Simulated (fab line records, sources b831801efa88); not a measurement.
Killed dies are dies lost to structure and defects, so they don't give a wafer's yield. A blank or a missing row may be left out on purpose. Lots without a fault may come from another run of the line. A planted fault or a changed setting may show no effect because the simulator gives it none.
fab line records | flow sfq_line
record lots=5 wafers=14 last_day=86
route steps=325 shown R5@213 I5@228 C5@240 M6@251 M8@325
lots that met no fault: from a run of the same line without faults
start_h: hours from the record's first day to the start of the lot's first wafer shown | wait_h: hours since the lot's step before | " the same as in the row above | L1.1+2: a row that stands for several wafers | - no value, or no start given | * or withheld: withheld | < > ~ a bound
route shown NAME@n: a module of which the file shows steps, and the number in the route of the first | usual: mean/standard deviation of fault-free wafers | same: alike in all rows | chamber/n: place in a boat | sites: the reading at each site | _std_site: their standard deviation | _edge_site: outer sites' mean less inner sites' | radius_mm: how far each site lies from the wafer's centre | mask NAME#n: copy n | behind: the tool/chamber that last shaped the wafer | hold: why the lot was held/for how many hours/how that ended | device: the transistor (n, p or np) that didn't switch | end of line: the same wafers' tests at the end of the route | a step without rows: its recipe alone | killed: dies lost to structure and defects at the first sort, not the wafer's yield | map: a wafer's dies, x killed, . not, _ none there
set.NAME: the setting as run; set.NAME@STEP: as run at that earlier step | model.NAME: the simulator's own value behind a step, which no gauge read
lots at some steps of the route; a table a step, a row a wafer
services: from which hour (start_h, from the record's first day; less than 0 if before it) a tool's chamber was out of use, for how many hours, and why
## steps
# step SFQ_TRILAYER_R5_DEP_SPUTTER_133
# recipe material=MoNx base_pressure_pa=1.33e-06 target_thk_nm=40 power_w=1000 time_s=66.7 chamber_pressure_pa=0.4
# usual throttle_valve_pct=29.5/1
# columns lot.wafer tool chamber start_h wait_h throttle_valve_pct
L394.2 pvd_sputter-06 - 1278.20 0.0 27.8
L394.4 " - " " 28.0
L394.6 " - " " 30.1
L396.2 pvd_sputter-03 - 1407.57 0.0 30.2
L396.5 " - " " 30.0
L396.6 " - " " 29.2
L399.1 pvd_sputter-03 - 1449.27 0.0 30.0
L399.5 " - " " 29.0
L410.1 pvd_sputter-04 - 1491.27 0.0 29.7
L410.3 " - " " 27.6
L410.6 " - " " 27.6
L411.1 pvd_sputter-04 - 1524.25 0.0 27.9
L411.4 " - " " 29.7
L411.5 " - " " 27.7
# step SFQ_TRILAYER_R5_DEP_SPUTTER_134
# recipe material=Ti base_pressure_pa=1.33e-06 target_thk_nm=5 power_w=2000 time_s=5 chamber_pressure_pa=0.4
# step SFQ_R5_RS_MEAS_933
# recipe thk_meas_gauge=four-point-probe reads=Ti_of_TRILAYER_R5_DEP_SPUTTER_134+MoNx_of_TRILAYER_R5_DEP_SPUTTER_133+Ti_of_TRILAYER_R5_DEP_SPUTTER_132
# usual R5_MONX_RS=7.05/0.082
# columns lot.wafer tool chamber start_h wait_h R5_MONX_RS[ohm/sq]
L394.2 film_metro-02 - 1278.30 0.0 7.15
L394.4 " - " " 7.15
L394.6 " - " " 6.94
L396.2 film_metro-02 - 1407.67 0.0 7.07
L396.5 " - " " 7.16
L396.6 " - " " 7.16
L399.1 film_metro-02 - 1449.35 0.0 7.06
L399.5 " - " " 7.07
L410.1 film_metro-01 - 1491.35 0.0 7.01
L410.3 " - " " 7.00
L410.6 " - " " 6.97
L411.1 film_metro-02 - 1524.32 0.0 7.03
L411.4 " - " " 7.13
L411.5 " - " " 7.07
# step SFQ_R5_THK_MEAS_934
# recipe thk_meas_gauge=xrf reads=MoNx_of_TRILAYER_R5_DEP_SPUTTER_133
# usual R5_MONX_THK=40.1/0.54
# columns lot.wafer tool chamber start_h wait_h R5_MONX_THK[nm]
L394.2 film_metro-02 - 1278.41 0.1 39.3
L394.4 " - " " 39.4
L394.6 " - " " 40.9
L396.2 film_metro-02 - 1407.78 0.1 40.2
L396.5 " - " " 39.5
L396.6 " - " " 39.7
L399.1 film_metro-02 - 1449.47 0.1 40.0
L399.5 " - " " 40.0
L410.1 film_metro-01 - 1491.47 0.1 40.6
L410.3 " - " " 40.8
L410.6 " - " " 40.7
L411.1 film_metro-02 - 1524.44 0.1 39.8
L411.4 " - " " 39.6
L411.5 " - " " 39.9
# step SFQ_TRILAYER_R5_LITHO_COAT_141
# recipe resist=BARC spin_rpm=3000 resist_thk_nm=62
# step SFQ_TRILAYER_R5_LITHO_COAT_136
# recipe resist=KrF spin_rpm=3000 resist_thk_nm=600
# step SFQ_TRILAYER_R5_LITHO_SOFTBAKE_140
# recipe temp_c=withheld time_s=withheld resist=KrF
# step SFQ_TRILAYER_R5_LITHO_EXPOSE_137
# recipe mask_id=R5 na=0.6 source_shape=conventional sigma_outer=0.65 target_cd_nm=500 dose_mj=14.4
# step SFQ_TRILAYER_R5_LITHO_PEB_139
# recipe peb_temp_c=115 peb_time_s=60 resist=KrF
# step SFQ_TRILAYER_R5_LITHO_DEVELOP_138
# recipe time_s=60 resist=KrF
# step SFQ_R5_OVL_MEAS_935
# usual R5_OVL=2/5.5
# columns lot.wafer tool chamber start_h wait_h R5_OVL[nm]
L394.2 overlay-01 - 1394.78 0.1 3
L394.4 " - " " 0
L394.6 " - " " 2
L396.2 overlay-02 - 1410.34 0.1 9
L396.5 " - " " 2
L396.6 " - " " 2
L399.1 overlay-02 - 1451.78 0.1 6
L399.5 " - " " 12
L410.1 overlay-01 - 1496.43 0.1 -7
L410.3 " - " " 0
L410.6 " - " " -8
L411.1 overlay-01 - 1527.42 0.1 10
L411.4 " - " " 6
L411.5 " - " " 4
# step SFQ_TRILAYER_R5_BARC_OPEN_METAL_ETCH_177
# recipe mask_material=PR chemistry=O2 target_depth_nm=125 target=BARC icp_w=600 bias_w=80 pressure_mtorr=10 time_s=41.7
# step SFQ_TRILAYER_R5_ETCH_METAL_ETCH_139
# recipe stop_on=SiO2 mask_material=PR chemistry=Cl2 target_depth_nm=60 icp_w=600 bias_w=80 pressure_mtorr=10 time_s=40
# usual chamber_pressure_mTorr=10.000/0.0096 drypump_motor_current_A=6.1/0.45 oes_product_au=0.992/0.0056
# columns lot.wafer tool chamber start_h wait_h chamber_pressure_mTorr drypump_motor_current_A oes_product_au rf_hours_counter_h model.etch.depth_nm model.R5.feature_depth_nm model.KrF_of_TRILAYER_R5_LITHO_COAT_136.thk_nm
L394.2 rie_metal-03 0 1394.87 0.0 9.996 6.2 0.995 28 60 60 496.5
L394.4 " 1 " " 9.997 6.6 0.982 - 58.89 58.89 500.2
L394.6 " 1 " " 9.993 6.6 0.979 - 58.76 58.76 499.5
L396.2 rie_metal-03 0 1410.43 0.0 10.020 6.2 0.993 30 60 60 498.1
L396.5 " 1 " " 9.991 6.6 0.988 - 59.71 59.71 501.4
L396.6 " 0 " " 9.996 6.2 0.999 - 60 60 500.7
L399.1 rie_metal-03 1 1451.87 0.0 10.003 6.6 0.829 123 43.53 43.53 505.3
L399.5 " 1 " " 9.998 6.5 0.984 - 59.56 59.56 496.9
L410.1 rie_metal-02 0 1496.52 0.0 9.995 5.5 1.000 95 60 60 498.6
L410.3 " 0 " " 10.001 5.5 0.989 - 60 60 496.5
L410.6 " 0 " " 9.999 5.4 0.988 - 60 60 497
L411.1 rie_metal-01 1 1527.52 0.0 10.005 5.3 0.988 42 59.13 59.13 500.3
L411.4 " 0 " " 9.992 5.6 1.002 - 60 60 497.8
L411.5 " 0 " " 9.993 5.6 0.997 - 60 60 497
# step SFQ_TRILAYER_R5_STRIP_STRIP_140
# recipe gas=O2 power_w=200 platen_temp_c=40 overash_fraction=0.65 chemistry=O2 pressure_mtorr=50
# usual chamber_pressure_mTorr=50.00/0.048 drypump_motor_current_A=6.1/0.45 oes_product_au=1.005/0.0083
# same overash_fraction=0.65
# columns lot.wafer tool chamber start_h wait_h chamber_pressure_mTorr drypump_motor_current_A oes_product_au rf_hours_counter_h
L394.2 rie_metal-03 0 1394.93 0.0 50.03 6.2 1.021 28
L394.4 " 1 " " 50.01 6.5 1.010 -
L394.6 " 1 " " 49.95 6.6 1.005 -
L396.2 rie_metal-03 0 1410.48 0.0 49.97 6.2 1.011 30
L396.5 " 1 " " 50.00 6.5 1.006 -
L396.6 " 0 " " 49.97 6.2 1.006 -
L399.1 rie_metal-03 1 1451.93 0.0 50.02 6.6 0.998 123
L399.5 " 1 " " 50.03 6.6 1.000 -
L410.1 rie_metal-02 0 1496.58 0.0 50.01 5.5 1.020 95
L410.3 " 0 " " 50.05 5.4 1.005 -
L410.6 " 0 " " 49.99 5.4 1.004 -
L411.1 rie_metal-01 1 1527.57 0.0 50.01 5.3 0.994 42
L411.4 " 0 " " 50.05 5.6 1.013 -
L411.5 " 0 " " 49.96 5.6 1.018 -
# step SFQ_TRILAYER_R5_STRIP_SOLV_CLEAN_141
# recipe chemistry=NMP temp_c=70 time_s=600
# step SFQ_TRILAYER_A5C_DEP_PECVD_142
# recipe material=SiO2 temp_c=150 time_s=15.556 pressure_torr=2.4 rf_w=183.3 precursor=SiH4/N2O target_thk_nm=70
# step SFQ_TRILAYER_I5_LITHO_COAT_149
# recipe resist=BARC spin_rpm=3000 resist_thk_nm=62
# step SFQ_TRILAYER_I5_LITHO_COAT_144
# recipe resist=KrF spin_rpm=3000 resist_thk_nm=650
# step SFQ_TRILAYER_I5_LITHO_SOFTBAKE_148
# recipe temp_c=withheld time_s=withheld resist=KrF
# step SFQ_TRILAYER_I5_LITHO_EXPOSE_145
# recipe mask_id=I5 na=0.6 source_shape=conventional sigma_outer=0.65 target_cd_nm=700 dose_mj=21.3
# step SFQ_TRILAYER_I5_LITHO_PEB_147
# recipe peb_temp_c=115 peb_time_s=60 resist=KrF
# step SFQ_TRILAYER_I5_LITHO_DEVELOP_146
# recipe time_s=60 resist=KrF
# step SFQ_I5_OVL_MEAS_936
# usual I5_OVL=0/5.5
# columns lot.wafer tool chamber start_h wait_h I5_OVL[nm]
L394.2 overlay-01 - 1518.38 0.1 8
L394.4 " - " " 5
L394.6 " - " " 8
L396.2 overlay-01 - 1538.43 0.1 2
L396.5 " - " " 4
L396.6 " - " " 6
L399.1 overlay-01 - 1566.15 0.1 -2
L399.5 " - " " -6
L410.1 overlay-01 - 1608.32 0.1 -5
L410.3 " - " " 3
L410.6 " - " " 3
L411.1 overlay-02 - 1610.37 0.1 -7
L411.4 " - " " -1
L411.5 " - " " -6
# step SFQ_TRILAYER_I5_BARC_OPEN_VIA_ETCH_200
# recipe mask_material=PR chemistry=O2 target_depth_nm=125 target=BARC source_w=500 bias_w=80 pressure_mtorr=30 time_s=41.7
# step SFQ_TRILAYER_I5_ETCH_VIA_ETCH_147
# recipe stop_on=Nb mask_material=PR chemistry=CHF3 target_depth_nm=360 source_w=500 bias_w=80 pressure_mtorr=30 time_s=withheld
# step SFQ_TRILAYER_I5_STRIP_STRIP_148
# recipe gas=O2 power_w=200 platen_temp_c=40 overash_fraction=0.65 chemistry=O2 pressure_mtorr=50
# step SFQ_TRILAYER_I5_STRIP_SOLV_CLEAN_149
# recipe chemistry=NMP temp_c=70 time_s=600
# step SFQ_TRILAYER_C5_LITHO_COAT_156
# recipe resist=BARC spin_rpm=3000 resist_thk_nm=62
# step SFQ_TRILAYER_C5_LITHO_COAT_151
# recipe resist=KrF spin_rpm=3000 resist_thk_nm=650
# step SFQ_TRILAYER_C5_LITHO_SOFTBAKE_155
# recipe temp_c=withheld time_s=withheld resist=KrF
# step SFQ_TRILAYER_C5_LITHO_EXPOSE_152
# recipe mask_id=C5 na=0.6 source_shape=conventional sigma_outer=0.65 target_cd_nm=500 dose_mj=21.3
# step SFQ_TRILAYER_C5_LITHO_PEB_154
# recipe peb_temp_c=115 peb_time_s=60 resist=KrF
# step SFQ_TRILAYER_C5_LITHO_DEVELOP_153
# recipe time_s=60 resist=KrF
# step SFQ_C5_OVL_MEAS_937
# usual C5_OVL=1/4.9
# columns lot.wafer tool chamber start_h wait_h C5_OVL[nm]
L394.2 overlay-01 - 1521.76 0.1 -7
L394.4 " - " " -8
L394.6 " - " " -6
L396.2 overlay-02 - 1541.69 0.1 -3
L396.5 " - " " -1
L396.6 " - " " -9
L399.1 overlay-02 - 1571.22 0.1 8
L399.5 " - " " 6
L410.1 overlay-02 - 1611.57 0.1 -2
L410.3 " - " " 0
L410.6 " - " " -1
L411.1 overlay-01 - 1614.72 0.1 4
L411.4 " - " " 6
L411.5 " - " " -1
# step SFQ_TRILAYER_C5_BARC_OPEN_VIA_ETCH_210
# recipe mask_material=PR chemistry=O2 target_depth_nm=125 target=BARC source_w=500 bias_w=80 pressure_mtorr=30 time_s=41.7
# usual chamber_pressure_mTorr=29.999/0.026 drypump_motor_current_A=5.5/0.33 oes_product_au=0.684/0.0047
# columns lot.wafer tool chamber start_h wait_h chamber_pressure_mTorr drypump_motor_current_A oes_product_au rf_hours_counter_h
L394.2 rie_diel-01 1 1521.79 0.0 29.990 5.6 0.682 13
L394.4 " 0 " " 29.973 5.1 0.687 13
L394.6 " 2 " " 29.989 5.4 0.689 -
L396.2 rie_diel-02 3 1541.72 0.0 29.988 5.7 0.686 19
L396.5 " 2 " " 30.004 5.5 0.671 -
L396.6 " 1 " " 29.983 5.8 0.689 -
L399.1 rie_diel-01 3 1571.25 0.0 29.989 5.7 0.686 6
L399.5 " 1 " " 29.995 5.6 0.696 -
L410.1 rie_diel-02 3 1611.60 0.0 29.987 5.8 0.676 1
L410.3 " 0 " " 29.962 5.5 0.688 2
L410.6 " 2 " " 30.008 5.5 0.678 -
L411.1 rie_diel-01 2 1614.75 0.0 30.004 5.4 0.691 18
L411.4 " 0 " " 30.027 5.1 0.686 15
L411.5 " 2 " " 30.005 5.4 0.687 -
# step SFQ_TRILAYER_C5_ETCH_VIA_ETCH_154
# recipe target=SiO2 mask_material=PR chemistry=CHF3 target_depth_nm=84 source_w=500 bias_w=80 pressure_mtorr=30 time_s=withheld stop_on=Nb
# step SFQ_TRILAYER_C5_STRIP_STRIP_155
# recipe gas=O2 power_w=200 platen_temp_c=40 overash_fraction=0.65 chemistry=O2 pressure_mtorr=50
# usual chamber_pressure_mTorr=50.00/0.048 drypump_motor_current_A=6.0/0.42 oes_product_au=0.998/0.013
# same overash_fraction=0.65
# columns lot.wafer tool chamber start_h wait_h chamber_pressure_mTorr drypump_motor_current_A oes_product_au rf_hours_counter_h
L394.2 rie_metal-02 0 1521.88 - 49.99 5.4 0.999 100
L394.4 " 1 " " 50.00 6.2 1.015 -
L394.6 " 0 " " 49.98 5.4 0.999 -
L396.2 rie_metal-03 1 1541.80 - 50.07 6.6 0.998 137
L396.5 " 1 " " 50.03 6.6 0.987 -
L396.6 " 0 " " 49.99 6.2 1.000 -
L399.1 rie_metal-03 0 1571.34 - 49.95 6.2 1.004 53
L399.5 " 0 " " 49.99 6.2 1.001 -
L410.1 rie_metal-04 1 1611.69 - 49.91 5.5 1.004 75
L410.3 " 0 " " 50.02 5.7 0.987 -
L410.6 " 0 " " 49.99 5.7 0.983 -
L411.1 rie_metal-02 0 1614.84 - 50.01 5.4 1.007 112
L411.4 " 1 " " 50.07 6.2 1.009 -
L411.5 " 1 " " 50.06 6.2 1.022 -
# step SFQ_TRILAYER_C5_STRIP_SOLV_CLEAN_156
# recipe chemistry=NMP temp_c=70 time_s=600
# step SFQ_TRILAYER_M6_DEP_PRE_CLEAN_158
# recipe gas=Ar time_s=22.5 bias_v=250
# step SFQ_TRILAYER_M6_DEP_SPUTTER_157
# recipe material=Nb base_pressure_pa=1.33e-06 chamber_pressure_pa=0.1333 substrate_temp_c=20 target_thk_nm=200 power_w=2000 time_s=133.3
# usual throttle_valve_pct=29.3/0.81
# columns lot.wafer tool chamber start_h wait_h throttle_valve_pct
L394.2 pvd_sputter-03 - 1522.68 0.0 30.5
L394.4 " - " " 30.0
L394.6 " - " " 28.5
L396.2 pvd_sputter-05 - 1542.61 0.0 29.8
L396.5 " - " " 28.8
L396.6 " - " " 28.9
L399.1 pvd_sputter-05 - 1572.15 0.0 28.8
L399.5 " - " " 28.6
L410.1 pvd_sputter-06 - 1612.50 0.0 29.5
L410.3 " - " " 27.7
L410.6 " - " " 29.4
L411.1 pvd_sputter-03 - 1615.65 0.0 29.9
L411.4 " - " " 30.4
L411.5 " - " " 29.9
# step SFQ_M6_RS_MEAS_938
# recipe thk_meas_gauge=four-point-probe reads=Nb_of_TRILAYER_M6_DEP_SPUTTER_157
# usual M6_NB_RS=0.882/0.012
# columns lot.wafer tool chamber start_h wait_h M6_NB_RS[ohm/sq]
L394.2 film_metro-01 - 1522.79 0.1 0.881
L394.4 " - " " 0.876
L394.6 " - " " 0.872
L396.2 film_metro-02 - 1542.72 0.1 0.884
L396.5 " - " " 0.898
L396.6 " - " " 0.898
L399.1 film_metro-01 - 1572.24 0.0 0.895
L399.5 " - " " 0.895
L410.1 film_metro-04 - 1612.59 0.0 0.872
L410.3 " - " " 0.884
L410.6 " - " " 0.895
L411.1 film_metro-02 - 1615.74 0.0 0.886
L411.4 " - " " 0.884
L411.5 " - " " 0.882
# step SFQ_M8_BOW_MEAS_951
# recipe mode=bow
# usual M8_BOW=5/11
# columns lot.wafer tool chamber start_h wait_h M8_BOW[um] model.etest.r5.comb_log10_ohm
L394.2 film_metro-04 - 1903.79 0.0 -17 12
L394.4 " - " " -7 12
L394.6 " - " " -8 12
L396.2 film_metro-01 - 1934.81 0.0 1 12
L396.5 " - " " -5 12
L396.6 " - " " 3 12
L399.1 film_metro-02 - 2003.43 0.0 -7 0
L399.5 " - " " 8 12
L410.1 film_metro-01 - 2051.13 0.0 -8 12
L410.3 " - " " -10 12
L410.6 " - " " 0 12
L411.1 film_metro-01 - 2054.71 0.0 -1 12
L411.4 " - " " -2 12
L411.5 " - " " 0 12
## services
# columns tool chamber start_h hours kind
rie_diel-02 2 1287.22 9.6 repair
rie_diel-01 0 1330.53 21.2 repair
rie_metal-03 0 1335.98 4.6 repair
pvd_sputter-04 - 1346.02 1.8 repair
rie_metal-01 1 1386.96 23.0 repair
rie_diel-02 3 1389.67 40.2 repair
rie_metal-03 - 1406.32 1.4 pm
rie_diel-01 - 1407.52 1.5 repair
rie_diel-02 0 1424.11 1.8 repair
rie_diel-02 2 1425.53 10.5 repair
rie_diel-01 1 1449.90 15.4 repair
rie_metal-01 - 1466.96 1.0 repair
rie_diel-02 3 1473.28 2.9 repair
pvd_sputter-06 - 1475.38 2.7 repair
pvd_sputter-04 - 1479.61 0.5 repair
rie_diel-01 - 1496.27 0.6 repair
rie_diel-01 - 1517.92 2.8 pm
rie_metal-03 0 1555.44 6.7 repair
pvd_sputter-03 - 1562.74 6.2 repair
rie_metal-03 1 1566.50 1.8 repair
pvd_sputter-03 - 1570.17 0.9 repair
rie_metal-02 - 1570.84 1.4 pm
rie_metal-02 - 1598.34 14.6 pm
rie_metal-03 - 1611.13 14.6 pm
## key
first_sign step=SFQ_TRILAYER_R5_ETCH_METAL_ETCH_139 reading=oes_product_au direction=down sigmas=29 usual=0.992 struck=0.829
effect none on later readings
model_effect step=SFQ_TRILAYER_R5_ETCH_METAL_ETCH_139 value=etch.depth_nm without=60 struck=43.53
model_effect step=SFQ_M8_BOW_MEAS_951 value=etest.r5.comb_log10_ohm without=12 struck=0
met_at SFQ_TRILAYER_R5_ETCH_METAL_ETCH_139
struck_wafers L399.1
onset_between 1410.43 1451.87
fault kind=process_parameter_drift tool=rie_metal-03 chamber=- onset_h=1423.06 steps=SFQ_TRILAYER_R5_ETCH_METAL_ETCH_139 channel=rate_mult offset=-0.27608 shape=step end_h=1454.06 scope=struck_wafers_only
